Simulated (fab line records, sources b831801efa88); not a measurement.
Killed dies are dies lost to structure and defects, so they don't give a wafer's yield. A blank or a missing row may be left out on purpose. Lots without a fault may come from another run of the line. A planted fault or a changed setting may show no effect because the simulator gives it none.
A struck lot beside a sound one | flow sky130 | 15 steps out of a route of 708
Sound: wafers L384.1, L384.2, L384.4. Struck: wafers L376.1, L376.3, L376.6. The cause comes at the end.
At each step with rows: each side's tool, then ch and its chambers, then its first start. Under that, the readings that differ: sound wafers | struck wafers | difference of the means | sigmas: that difference in standard deviations of wafers without a fault.
alike: readings whose means differ by less than 2 such deviations, and words and numbers that are the same on both sides. not compared: withheld readings, readings that some wafer has no value for, bounds like >300 that may hide the same value, and numbers for which the record gives no deviation and whose values overlap.
The two part at a step that has a row with sigmas, a row that says differs or no value, or rows on one side only. Numbers that don't overlap but have no deviation are shown without sigmas and don't part them. A reading that every wafer of one side lacks parts them only if that side has two wafers or more.

SKY_METAL3_SPUTTER_01: material TiN, target thk 20 nm, time 16.7 s.
  sound on pvd_sputter-02, day 41 10:44; struck on pvd_sputter-01, day 39 04:35
  alike: throttle_valve_pct
SKY_METAL3_SPUTTER_02: material AlCu, target thk 735 nm, time 39.1 s.
  sound on pvd_sputter-02, day 41 10:46; struck on pvd_sputter-01, day 39 04:36
  alike: throttle_valve_pct
then, 1 step without rows for these wafers: SKY_METAL3_SPUTTER_03 (material Ti, target thk 5 nm, time 3.3 s).
SKY_METAL3_SPUTTER_04: material TiN, target thk 70 nm, time 58.3 s.
  sound on pvd_sputter-02, day 41 10:49; struck on pvd_sputter-01, day 39 04:40
  alike: throttle_valve_pct
SKY_CAPM_CVD_00: deposits SiO2, target thk 15.5 nm.
  sound on pecvd-04 ch 0,2, day 41 10:52; struck on pecvd-01 ch 1,2, day 39 04:43
  alike: heater_power_w, rf_fwd_power_W
SKY_CAPM_THK_MEAS_01:
  sound on film_metro-01, day 41 10:53; struck on film_metro-02, day 39 04:44
  alike: CAPM_CVD_00_THK
SKY_CAPM_SPUTTER_02: material TiN, target thk 200 nm, time 166.7 s.
  sound on pvd_sputter-04, day 41 10:56; struck on pvd_sputter-02, day 39 04:47
  alike: throttle_valve_pct
SKY_CAPM_RS_MEAS_03: measures by four-point-probe.
  sound on film_metro-02, day 41 11:03; struck on film_metro-01, day 39 04:54
  alike: CAPM_TIN_RS
SKY_CAPM_THK_MEAS_04: measures by xrf.
  sound on film_metro-02, day 41 11:10; struck on film_metro-01, day 39 05:01
  alike: CAPM_TIN_THK
then, 3 steps without rows for these wafers: SKY_CAPM_DEHYDRATE_05 (time 60 s); SKY_CAPM_HMDS_06 (prime time 60 s); SKY_CAPM_COAT_07 (resist thk 1140 nm).
SKY_CAPM_SOFTBAKE_08: time 60 s.
  sound on litho_track-04 ch 0, day 41 22:59; struck on litho_track-01 ch 0, day 39 17:14
  reading                  | sound             | struck            | difference | sigmas
  heater_power_total_W (W) | 56.55 56.57 56.60 | 57.28 57.28 57.24 | +0.69      | +15
  plate_temp_C (C)         | 89.89 89.73 89.80 | 90.85 90.79 90.79 | +1.00      | +8
  alike: chill_plate_temp_C
then, 1 step without rows for these wafers: SKY_CAPM_EXPOSE_09 (exposes mask CAPM, target cd 1000 nm).
-- the record jumps here: 8 days lie between the struck wafers' starts before and after (it left off in module CAPM and takes up again in module PAD_OPEN, whose first step shown is number 708 of the route) --
SKY_PAD_OPEN_PROBE_99:
  the record has rows for the struck wafers here (prober-02, day 47 22:44) and none for the sound ones

WHERE THEY PART
First at SKY_CAPM_SOFTBAKE_08; last, within this record, at SKY_PAD_OPEN_PROBE_99.

WHY: what the simulator had put in
Process parameter drift: litho_track-01, from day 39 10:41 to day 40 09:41, at SKY_CAPM_SOFTBAKE_08. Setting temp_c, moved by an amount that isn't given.
